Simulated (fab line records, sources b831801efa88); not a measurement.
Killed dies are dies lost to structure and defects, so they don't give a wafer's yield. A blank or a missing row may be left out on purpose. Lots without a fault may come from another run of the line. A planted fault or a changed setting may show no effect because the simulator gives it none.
fab line records | flow sky130
record lots=6 wafers=18 last_day=50
route steps=708 shown LI_CONTACT@381 LOCAL_INTERCONNECT@387 PAD_OPEN@708
lots that met no fault: from a run of the same line without faults
start_h: hours from the record's first day to the start of the lot's first wafer shown | wait_h: hours since the lot's step before | " the same as in the row above | L1.1+2: a row that stands for several wafers | - no value, or no start given | * or withheld: withheld | < > ~ a bound
route shown NAME@n: a module of which the file shows steps, and the number in the route of the first | usual: mean/standard deviation of fault-free wafers | same: alike in all rows | chamber/n: place in a boat | sites: the reading at each site | _std_site: their standard deviation | _edge_site: outer sites' mean less inner sites' | radius_mm: how far each site lies from the wafer's centre | mask NAME#n: copy n | behind: the tool/chamber that last shaped the wafer | hold: why the lot was held/for how many hours/how that ended | device: the transistor (n, p or np) that didn't switch | end of line: the same wafers' tests at the end of the route | a step without rows: its recipe alone | killed: dies lost to structure and defects at the first sort, not the wafer's yield | map: a wafer's dies, x killed, . not, _ none there
set.NAME: the setting as run; set.NAME@STEP: as run at that earlier step | model.NAME: the simulator's own value behind a step, which no gauge read
lots at some steps of the route; a table a step, a row a wafer
services: from which hour (start_h, from the record's first day; less than 0 if before it) a tool's chamber was out of use, for how many hours, and why
## steps
# step SKY_LI_CONTACT_SPUTTER_19
# recipe material=Ti target_thk_nm=20 chamber_pressure_pa=5 power_w=2500 substrate_temp_c=200 time_s=106.37
# step SKY_LI_CONTACT_SPUTTER_20
# recipe material=TiN target_thk_nm=20 chamber_pressure_pa=5 power_w=4000 time_s=80
# step SKY_LI_CONTACT_CVD_21
# recipe material=W target_thk_nm=400 time_s=120.56 temp_c=396.7 pressure_torr=40
# usual chamber_pressure_Torr=40.00/0.087 heater_power_w=839/110
# columns lot.wafer tool chamber start_h wait_h chamber_pressure_Torr heater_power_w
L884.2 cvd_w-01 1 684.91 0.0 39.83 811
L884.3 " 1 " " 39.95 812
L884.5 " 0 " " 39.92 787
L892.3 cvd_w-02 1 761.75 0.1 40.10 1003
L892.5 " 0 " " 39.91 728
L892.6 " 1 " " 40.03 1020
L898.1 cvd_w-01 1 797.78 0.0 39.96 826
L898.4 " 0 " " 39.95 784
L898.5 " 1 " " 39.96 798
L901.2 cvd_w-02 1 827.70 0.0 39.69 1019
L901.4 " 1 " " 39.90 1016
L901.6 " 0 " " 39.94 729
L903.2 cvd_w-01 1 833.40 0.0 39.96 822
L903.3 " 0 " " 40.03 801
L903.6 " 1 " " 39.93 821
L906.3 cvd_w-01 1 855.36 0.1 39.99 810
L906.4 " 0 " " 40.02 788
L906.6 " 1 " " 40.15 803
# step SKY_LI_CONTACT_RS_MEAS_22
# recipe thk_meas_gauge=four-point-probe reads=W_of_LI_CONTACT_CVD_21+TiN_of_LI_CONTACT_SPUTTER_20+Ti_of_LI_CONTACT_SPUTTER_19
# usual LI_CONTACT_W_RS=0.304/0.003
# columns lot.wafer tool chamber start_h wait_h LI_CONTACT_W_RS[ohm/sq]
L884.2 film_metro-01 - 685.06 0.1 0.306
L884.3 " - " " 0.304
L884.5 " - " " 0.308
L892.3 film_metro-03 - 761.88 0.1 0.302
L892.5 " - " " 0.302
L892.6 " - " " 0.304
L898.1 film_metro-02 - 797.90 0.1 0.308
L898.4 " - " " 0.309
L898.5 " - " " 0.309
L901.2 film_metro-01 - 827.84 0.1 0.305
L901.4 " - " " 0.303
L901.6 " - " " 0.304
L903.2 film_metro-02 - 833.54 0.1 0.307
L903.3 " - " " 0.307
L903.6 " - " " 0.308
L906.3 film_metro-03 - 855.48 0.1 0.306
L906.4 " - " " 0.308
L906.6 " - " " 0.306
# step SKY_LI_CONTACT_THK_MEAS_23
# recipe thk_meas_gauge=xrf reads=W_of_LI_CONTACT_CVD_21
# usual LI_CONTACT_W_THK=389/4.6
# columns lot.wafer tool chamber start_h wait_h LI_CONTACT_W_THK[nm]
L884.2 film_metro-01 - 685.17 0.1 388
L884.3 " - " " 386
L884.5 " - " " 385
L892.3 film_metro-03 - 761.98 0.1 390
L892.5 " - " " 396
L892.6 " - " " 387
L898.1 film_metro-02 - 798.02 0.1 382
L898.4 " - " " 379
L898.5 " - " " 385
L901.2 film_metro-01 - 827.95 0.1 384
L901.4 " - " " 390
L901.6 " - " " 386
L903.2 film_metro-02 - 833.65 0.1 390
L903.3 " - " " 389
L903.6 " - " " 391
L906.3 film_metro-03 - 855.58 0.1 389
L906.4 " - " " 388
L906.6 " - " " 391
# step SKY_LI_CONTACT_CMP_24
# recipe stop_on=PSG t_overpolish_s=20 down_force_psi=3.5 platen_rpm=60 target_thk_nm=0 pad_velocity_m_s=0.94248
# usual edge_zone_pressure_frac=0.999/0.0051 motor_current_A=11.8/1 overpolish_run_s=19.999/0.009 platen_rpm=60.00/0.04 time_to_endpoint_s=91/3.5
# columns lot.wafer tool chamber start_h wait_h edge_zone_pressure_frac motor_current_A overpolish_run_s platen_rpm time_to_endpoint_s
L884.2 cmp-01 2 685.27 0.1 0.991 11.8 20.002 60.02 90
L884.3 " 3 " " 0.997 11.3 20.009 60.04 97
L884.5 " 1 " " 1.003 13.3 19.992 59.99 93
L892.3 cmp-02 1 762.12 0.1 1.004 10.5 19.997 60.00 95
L892.5 " 3 " " 1.002 12.9 20.003 59.98 88
L892.6 " 0 " " 1.000 11.7 19.989 59.93 91
L898.4 cmp-01 0 798.34 0.3 1.008 12.0 19.988 59.98 86
L898.1 " 3 " " 1.003 11.0 19.987 60.02 88
L898.5 " 1 " " 0.993 12.7 20.006 59.94 90
L901.2 cmp-01 3 828.00 0.0 0.991 11.6 19.985 59.97 91
L901.4 " 0 " " 1.001 12.6 19.979 60.04 86
L901.6 " 3 " " 0.999 11.6 19.983 59.97 87
L903.2 cmp-01 3 833.75 0.1 0.999 11.5 19.996 60.02 89
L903.3 " 1 " " 0.991 13.0 20.006 59.95 85
L903.6 " 3 " " 1.000 11.9 20.003 60.01 86
L906.3 cmp-02 2 855.72 0.1 1.010 10.5 20.003 59.99 89
L906.4 " 3 " " 0.998 12.5 20.004 59.99 87
L906.6 " 1 " " 1.005 9.6 19.994 59.92 97
# step SKY_LOCAL_INTERCONNECT_SPUTTER_00
# recipe material=TiN target_thk_nm=100 temp_c=300 power_w=6500 time_s=83.3 chamber_pressure_pa=0.4
# usual throttle_valve_pct=29.7/1.1
# columns lot.wafer tool chamber start_h wait_h throttle_valve_pct
L884.2 pvd_sputter-02 - 685.52 0.2 30.4
L884.3 " - " " 31.9
L884.5 " - " " 32.1
L892.3 pvd_sputter-02 - 762.32 0.1 27.8
L892.5 " - " " 27.6
L892.6 " - " " 32.0
L898.1 pvd_sputter-04 - 798.64 0.1 29.4
L898.4 " - " " 29.8
L898.5 " - " " 29.5
L901.2 pvd_sputter-02 - 828.30 0.2 30.7
L901.4 " - " " 31.8
L901.6 " - " " 30.4
L903.2 pvd_sputter-02 - 834.00 0.2 29.9
L903.3 " - " " 27.5
L903.6 " - " " 30.2
L906.3 pvd_sputter-04 - 855.92 0.1 29.7
L906.4 " - " " 29.4
L906.6 " - " " 29.4
# step SKY_LOCAL_INTERCONNECT_RS_MEAS_01
# recipe thk_meas_gauge=four-point-probe reads=TiN_of_LOCAL_INTERCONNECT_SPUTTER_00
# usual LOCAL_INTERCONNECT_TIN_RS=14.08/0.15
# columns lot.wafer tool chamber start_h wait_h LOCAL_INTERCONNECT_TIN_RS[ohm/sq]
L884.2 film_metro-01 - 685.60 0.1 13.98
L884.3 " - " " 14.00
L884.5 " - " " 14.07
L892.3 film_metro-02 - 762.42 0.1 13.91
L892.5 " - " " 13.97
L892.6 " - " " 13.78
L898.1 film_metro-01 - 798.70 0.0 14.17
L898.4 " - " " 14.14
L898.5 " - " " 14.30
L901.2 film_metro-04 - 828.39 0.1 14.13
L901.4 " - " " 14.06
L901.6 " - " " 14.18
L903.2 film_metro-01 - 834.09 0.1 14.10
L903.3 " - " " 14.02
L903.6 " - " " 13.81
L906.3 film_metro-04 - 856.02 0.1 14.25
L906.4 " - " " 14.27
L906.6 " - " " 14.18
# step SKY_LOCAL_INTERCONNECT_THK_MEAS_02
# recipe thk_meas_gauge=xrf reads=TiN_of_LOCAL_INTERCONNECT_SPUTTER_00
# usual LOCAL_INTERCONNECT_TIN_THK=99.1/1.2
# columns lot.wafer tool chamber start_h wait_h LOCAL_INTERCONNECT_TIN_THK[nm]
L884.2 film_metro-01 - 685.71 0.1 99.3
L884.3 " - " " 99.3
L884.5 " - " " 98.8
L892.3 film_metro-02 - 762.52 0.1 100.8
L892.5 " - " " 100.9
L892.6 " - " " 101.7
L898.1 film_metro-01 - 798.82 0.1 97.6
L898.4 " - " " 98.5
L898.5 " - " " 97.4
L901.2 film_metro-04 - 828.50 0.1 99.0
L901.4 " - " " 99.2
L901.6 " - " " 98.2
L903.2 film_metro-01 - 834.20 0.1 98.1
L903.3 " - " " 98.2
L903.6 " - " " 99.6
L906.3 film_metro-04 - 856.12 0.1 98.0
L906.4 " - " " 97.4
L906.6 " - " " 97.7
# step SKY_LOCAL_INTERCONNECT_DEHYDRATE_03
# recipe temp_c=200 time_s=60
# step SKY_LOCAL_INTERCONNECT_HMDS_04
# recipe prime_time_s=60 prime_temp_c=120
# step SKY_LOCAL_INTERCONNECT_COAT_05
# recipe resist=BARC temp_c=withheld time_s=withheld spin_rpm=3000 resist_thk_nm=60
# step SKY_LOCAL_INTERCONNECT_COAT_06
# recipe resist=KrF-thick spin_rpm=3000 resist_thk_nm=450
# usual spin_speed_rpm=2999.9/2.4
# columns lot.wafer tool chamber start_h wait_h spin_speed_rpm model.KrF-thick_of_LOCAL_INTERCONNECT_COAT_06.thk_nm
L884.2 litho_track-01 0 699 - 2999.7 449.4
L884.3 " 0 " " 3001.3 449.7
L884.5 " 0 " " 3000.2 448.9
L892.3 litho_track-04 0 775 - 3005.1 448.2
L892.5 " 0 " " 3004.6 447.7
L892.6 " 0 " " 2999.6 448.8
L898.1 litho_track-02 0 812 - 3002.4 450.7
L898.4 " 0 " " 3001.2 450.8
L898.5 " 0 " " 3002.1 451.2
L901.2 litho_track-04 0 840 - 2929.8 456.1
L901.4 " 0 " " 2930.2 456.1
L901.6 " 0 " " 2931.6 456.3
L903.2 litho_track-01 0 846 - 2994.5 452.6
L903.3 " 0 " " 2997.5 452.9
L903.6 " 0 " " 3001.2 452.5
L906.3 litho_track-04 0 868 - 2930.7 455.3
L906.4 " 0 " " 2929.7 456.3
L906.6 " 0 " " 2933.3 457.3
# step SKY_LOCAL_INTERCONNECT_SOFTBAKE_07
# recipe temp_c=100 time_s=90 resist=KrF-thick
# step SKY_LOCAL_INTERCONNECT_EXPOSE_08
# recipe mask_id=LI1M na=0.8 source_shape=annular sigma_inner=0.55 sigma_outer=0.85 target_cd_nm=170 dose_mj=28
# step SKY_LOCAL_INTERCONNECT_PEB_09
# recipe peb_temp_c=withheld peb_time_s=withheld resist=KrF-thick
# step SKY_LOCAL_INTERCONNECT_DEVELOP_10
# recipe develop_time_s=60 resist=KrF-thick dev_temp_c=21
# step SKY_LOCAL_INTERCONNECT_CD_MEAS_11
# recipe target_cd_nm=170
# usual cd_nm=170.2/1.6
# columns lot.wafer tool chamber start_h wait_h cd_nm
L884.2 cd_sem-02 - 714.44 - 169.6
L884.3 " - " " 168.7
L884.5 " - " " 170.0
L892.3 cd_sem-02 - 788.82 - 165.8
L892.5 " - " " 166.2
L892.6 " - " " 166.5
L898.1 cd_sem-02 - 826.27 - 170.2
L898.4 " - " " 169.5
L898.5 " - " " 170.2
L901.2 cd_sem-02 - 853.99 - 173.0
L901.4 " - " " 173.7
L901.6 " - " " 172.0
L903.2 cd_sem-01 - 859.85 - 172.3
L903.3 " - " " 170.9
L903.6 " - " " 172.4
L906.3 cd_sem-01 - 881.81 - 172.0
L906.4 " - " " 170.3
L906.6 " - " " 171.8
# step SKY_LOCAL_INTERCONNECT_OVL_MEAS_12
# usual LOCAL_INTERCONNECT_OVL=-1/5.9
# columns lot.wafer tool chamber start_h wait_h LOCAL_INTERCONNECT_OVL[nm]
L884.2 overlay-02 - 714.54 0.1 -6
L884.3 " - " " -2
L884.5 " - " " -4
L892.3 overlay-01 - 788.91 0.1 5
L892.5 " - " " 6
L892.6 " - " " 7
L898.1 overlay-02 - 826.39 0.1 2
L898.4 " - " " 11
L898.5 " - " " 5
L901.2 overlay-01 - 854.09 0.1 -1
L901.4 " - " " 0
L901.6 " - " " -4
L903.2 overlay-02 - 859.95 0.1 -5
L903.3 " - " " -3
L903.6 " - " " -3
L906.3 overlay-01 - 881.90 0.1 -3
L906.4 " - " " 3
L906.6 " - " " 0
# step SKY_LOCAL_INTERCONNECT_ETCH_13
# recipe chemistry=N2/H2 target=BARC ion_energy_ev=200 bias_w=100 pressure_mtorr=30 n2_flow_sccm=100 h2_flow_sccm=200 icp_w=500 stop_on=SiO2 time_s=45.9 target_depth_a=600
# usual chamber_pressure_mTorr=30.001/0.027 drypump_motor_current_A=6.14/0.23 h2_flow_sccm=200.0/0.6 oes_product_au=0.855/0.005 throttle_valve_pct=13.224/0.009
# columns lot.wafer tool chamber start_h wait_h chamber_pressure_mTorr drypump_motor_current_A h2_flow_sccm oes_product_au rf_hours_counter_h throttle_valve_pct
L884.2 rie_metal-03 0 714.57 0.0 30.000 6.21 200.4 0.855 13 13.226
L884.3 " 1 " " 30.021 6.13 199.0 0.850 - 13.240
L884.5 " 1 " " 30.027 6.12 199.3 0.855 - 13.226
L892.3 rie_metal-04 1 788.96 0.0 29.991 6.32 200.6 0.861 - 13.205
L892.5 " 1 " " 30.009 6.30 199.3 0.846 - 13.228
L892.6 " 0 " " 29.990 5.85 199.9 0.852 - 13.231
L898.1 rie_metal-03 1 826.42 0.0 29.987 6.12 199.7 0.858 13 13.223
L898.4 " 1 " " 29.990 6.13 200.1 0.856 - 13.225
L898.5 " 0 " " 29.974 6.22 199.8 0.849 - 13.240
L901.2 rie_metal-02 1 854.12 0.0 30.009 6.36 199.9 0.855 1 13.229
L901.4 " 1 " " 30.010 6.38 201.1 0.855 - 13.219
L901.6 " 1 " " 30.036 6.36 199.4 0.856 - 13.217
L903.2 rie_metal-04 1 859.98 0.0 30.009 6.33 200.1 0.857 9 13.222
L903.3 " 0 " " 29.970 5.84 199.8 0.849 - 13.215
L903.6 " 1 " " 29.997 6.32 199.9 0.859 - 13.212
L906.3 rie_metal-03 0 881.94 0.0 29.965 6.23 199.8 0.857 - 13.223
L906.4 " 1 " " 30.048 6.10 200.7 0.857 - 13.214
L906.6 " 0 " " 29.995 6.25 198.6 0.850 - 13.221
# step SKY_LOCAL_INTERCONNECT_METAL_ETCH_14
# recipe target_depth_nm=110 stop_on=PSG chemistry=Cl2/BCl3 target=TiN resist_sidewall_deg=88 pressure_mtorr=10 icp_w=900 bias_w=48.5 Cl2_flow_sccm=60 bcl3_flow_sccm=30 time_s=31.4
# usual chamber_pressure_mTorr=10.000/0.0088 drypump_motor_current_A=6.13/0.23 oes_product_au=0.944/0.0074 throttle_valve_pct=21.899/0.01
# columns lot.wafer tool chamber start_h wait_h chamber_pressure_mTorr drypump_motor_current_A oes_product_au rf_hours_counter_h throttle_valve_pct model.KrF-thick_of_LOCAL_INTERCONNECT_COAT_06.thk_nm
L884.2 rie_metal-03 0 714.63 0.0 10.008 6.19 0.955 13 21.890 348.4
L884.3 " 1 " " 9.997 6.09 0.940 - 21.898 349
L884.5 " 1 " " 10.016 6.06 0.950 - 21.901 347.8
L892.3 rie_metal-04 1 789.01 0.0 9.999 6.31 0.947 - 21.893 348.5
L892.5 " 1 " " 9.997 6.31 0.949 - 21.907 347.7
L892.6 " 0 " " 10.012 5.83 0.948 - 21.891 347
L898.1 rie_metal-03 1 826.48 0.0 10.016 6.09 0.943 13 21.908 349.4
L898.4 " 1 " " 10.003 6.06 0.948 - 21.888 349.8
L898.5 " 0 " " 9.995 6.23 0.940 - 21.918 349.9
L901.2 rie_metal-02 1 854.18 0.0 9.999 6.38 0.938 1 21.899 354
L901.4 " 1 " " 10.006 6.39 0.944 - 21.897 354.8
L901.6 " 1 " " 10.007 6.38 0.942 - 21.914 354.7
L903.2 rie_metal-04 1 860.05 0.0 9.999 6.31 0.944 9 21.906 353.1
L903.3 " 0 " " 10.009 5.87 0.947 - 21.903 351.5
L903.6 " 1 " " 10.002 6.32 0.952 - 21.886 353.1
L906.3 rie_metal-03 0 882.00 0.0 9.984 6.21 0.940 - 21.909 352.4
L906.4 " 1 " " 10.005 6.09 0.939 - 21.916 355.2
L906.6 " 0 " " 10.009 6.17 0.940 - 21.911 355.1
# step SKY_LOCAL_INTERCONNECT_STRIP_15
# recipe chemistry=O2/N2 power_w=1400 pressure_mtorr=1500 platen_temp_c=withheld o2_flow_sccm=3000 n2_flow_sccm=300 overash_fraction=0.5
# usual chamber_pressure_mTorr=1500.3/1.4 drypump_motor_current_A=5.6/0.36 o2_flow_sccm=3002/9.5 oes_product_au=0.427/0.0043 strip_time_to_endpoint_s=4.733/0.023
# columns lot.wafer tool chamber start_h wait_h chamber_pressure_mTorr drypump_motor_current_A o2_flow_sccm oes_product_au rf_hours_counter_h strip_time_to_endpoint_s
L884.2 plasma_asher-01 1 714.69 0.0 1499.8 5.2 3019 0.429 28 4.728
L884.3 " 0 " " 1501.7 6.3 3002 0.425 - 4.715
L884.5 " 0 " " 1499.1 6.3 2997 0.424 - 4.711
L892.3 plasma_asher-04 1 789.08 0.1 1500.3 5.7 3008 0.428 - 4.723
L892.5 " 0 " " 1501.1 5.3 2997 0.432 - 4.709
L892.6 " 1 " " 1500.2 5.7 3000 0.421 - 4.701
L898.1 plasma_asher-04 0 826.54 0.0 1501.6 5.3 2999 0.427 100 4.723
L898.4 " 1 " " 1500.8 5.7 3019 0.421 - 4.740
L898.5 " 1 " " 1498.4 5.7 3019 0.425 - 4.722
L901.2 plasma_asher-01 0 854.24 0.0 1500.0 6.3 3002 0.433 43 4.796
L901.4 " 0 " " 1499.8 6.3 3002 0.434 - 4.788
L901.6 " 0 " " 1498.8 6.3 3009 0.435 - 4.795
L903.2 plasma_asher-01 0 860.10 0.0 1500.6 6.3 3004 0.424 43 4.763
L903.3 " 0 " " 1503.0 6.3 2999 0.432 - 4.747
L903.6 " 1 " " 1500.3 5.2 3002 0.425 - 4.759
L906.3 plasma_asher-02 1 882.07 0.1 1500.4 6.3 2989 0.425 - 4.748
L906.4 " 0 " " 1502.5 5.7 2978 0.432 - 4.800
L906.6 " 0 " " 1501.0 5.7 2994 0.418 - 4.771
# step SKY_PAD_OPEN_PROBE_99
# usual killed_at_M0_to_M3=42/6.3 killed_at_M4_up=2.8/1.9 killed_at_contacts=23/5.3 killed_at_front_end=16/4.3 killed_at_other=0.2/0.51 killed_dies=84/9.3 killed_on_rim=16/4.2 killed_open=46/7.6 killed_short=38/6.3
# same gross_dies=492 killed_at_back_side=0
# columns lot.wafer tool chamber start_h wait_h killed_at_M0_to_M3 killed_at_M4_up killed_at_contacts killed_at_front_end killed_at_other killed_dies killed_on_rim killed_open killed_short
L884.2 prober-02 - 1085.05 0.1 38 1 21 18 2 80 15 47 33
L884.3 prober-02 - 1085.10 0.2 45 3 33 9 0 90 24 52 38
L884.5 prober-02 - 1085.20 0.2 50 4 24 26 0 104 15 56 48
L903.2 prober-01 - 1188.16 0.1 47 0 20 5 0 72 17 38 34
L903.3 prober-01 - 1188.21 0.2 46 2 19 14 0 81 17 46 35
L903.6 prober-01 - 1188.36 0.2 39 2 22 15 0 78 22 39 38
# killed by level:class
L884.2 CONTACT:geometric_particle:open=12 FIELD_ISO:geometric_particle:open=6 METAL3:geometric_particle:short=6 VIA1:geometric_particle:open=6 VIA3:geometric_particle:open=6 METAL2:geometric_particle:short=5 LI_CONTACT:geometric_particle:open=4 CONTACT:geometric_particle:short=4
L884.3 CONTACT:geometric_particle:open=15 VIA1:geometric_particle:open=10 VIA1:geometric_particle:short=6 METAL1:geometric_particle:short=6 VIA3:geometric_particle:open=6 LI_CONTACT:geometric_particle:short=5 VIA2:geometric_particle:open=5 LI_CONTACT:geometric_particle:open=4
L884.5 VIA2:geometric_particle:open=10 CONTACT:geometric_particle:open=9 VIA3:geometric_particle:open=9 FIELD_ISO:geometric_particle:short=7 VIA1:geometric_particle:open=6 POLY_GATE:geometric_particle:open=5 CONTACT:geometric_particle:short=5 METAL1:geometric_particle:short=5
L903.2 VIA1:geometric_particle:open=16 METAL2:geometric_particle:short=7 CONTACT:geometric_particle:open=7 VIA1:geometric_particle:short=7 LI_CONTACT:geometric_particle:open=4 METAL3:geometric_particle:short=4 VIA3:geometric_particle:short=3 CONTACT:geometric_particle:short=3
L903.3 LI_CONTACT:geometric_particle:open=10 VIA3:geometric_particle:open=8 METAL2:geometric_particle:short=8 VIA1:geometric_particle:open=7 VIA2:geometric_particle:open=7 METAL1:geometric_particle:short=6 FIELD_ISO:geometric_particle:short=5 POLY_GATE:geometric_particle:open=5
L903.6 VIA1:geometric_particle:open=12 LI_CONTACT:geometric_particle:open=6 VIA3:geometric_particle:short=6 FIELD_ISO:geometric_particle:open=5 CONTACT:geometric_particle:open=5 POLY_GATE:geometric_particle:short=5 CONTACT:geometric_particle:short=5 VIA2:geometric_particle:open=5
## services
# columns tool chamber start_h hours kind
plasma_asher-04 - 666.31 0.5 repair
cmp-02 - 668.19 3.7 pm
pvd_sputter-02 - 678.11 7.0 repair
rie_metal-02 - 680.91 1.2 repair
cmp-02 - 683.25 1.2 repair
cvd_w-01 1 690.41 16.9 repair
cvd_w-02 0 692.02 4.2 repair
plasma_asher-01 - 698.82 3.3 repair
cmp-02 - 711.17 3.6 repair
rie_metal-04 0 714.98 18.0 repair
cvd_w-02 1 718.62 5.3 repair
cmp-02 - 722.43 0.6 repair
cvd_w-02 0 723.53 4.3 repair
cmp-01 - 727.36 6.8 pm
rie_metal-03 - 741.63 1.0 repair
cmp-01 - 746.53 2.2 repair
cvd_w-01 - 750.45 2.8 pm
cvd_w-01 1 774.19 3.6 repair
rie_metal-04 0 800.38 23.9 repair
rie_metal-03 - 805.44 0.8 repair
cmp-01 - 808.35 1.1 repair
cmp-01 - 838.99 16.3 pm
rie_metal-04 - 865.16 1.4 pm
rie_metal-03 - 867.09 0.2 repair
## key
first_sign step=SKY_LOCAL_INTERCONNECT_COAT_06 reading=spin_speed_rpm direction=down sigmas=29 usual=2999.9 struck=2930.9
effect none on later readings
model_effect step=SKY_LOCAL_INTERCONNECT_COAT_06 value=KrF-thick_of_LOCAL_INTERCONNECT_COAT_06.thk_nm without=450.8 struck=456.2
model_effect step=SKY_LOCAL_INTERCONNECT_METAL_ETCH_14 value=KrF-thick_of_LOCAL_INTERCONNECT_COAT_06.thk_nm without=349 struck=354.4
met_at SKY_LOCAL_INTERCONNECT_COAT_06
struck_wafers L901.2,L901.4,L901.6,L906.3,L906.4,L906.6
tester_left_out L901,L906
fault kind=process_parameter_drift tool=litho_track-04 chamber=- onset_h=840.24 steps=SKY_LOCAL_INTERCONNECT_COAT_06 channel=spin_rpm offset=-70.565 shape=step end_h=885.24 acts_in=these_recipes_only stated=3000
# tester_left_out: of these lots the tester's yield and bins aren't shown, on N5 and GAA mostly nor the transistor test; their killed dies are dies lost to structure and defects alone, not to doping, threshold or leakage, so they don't give the yield
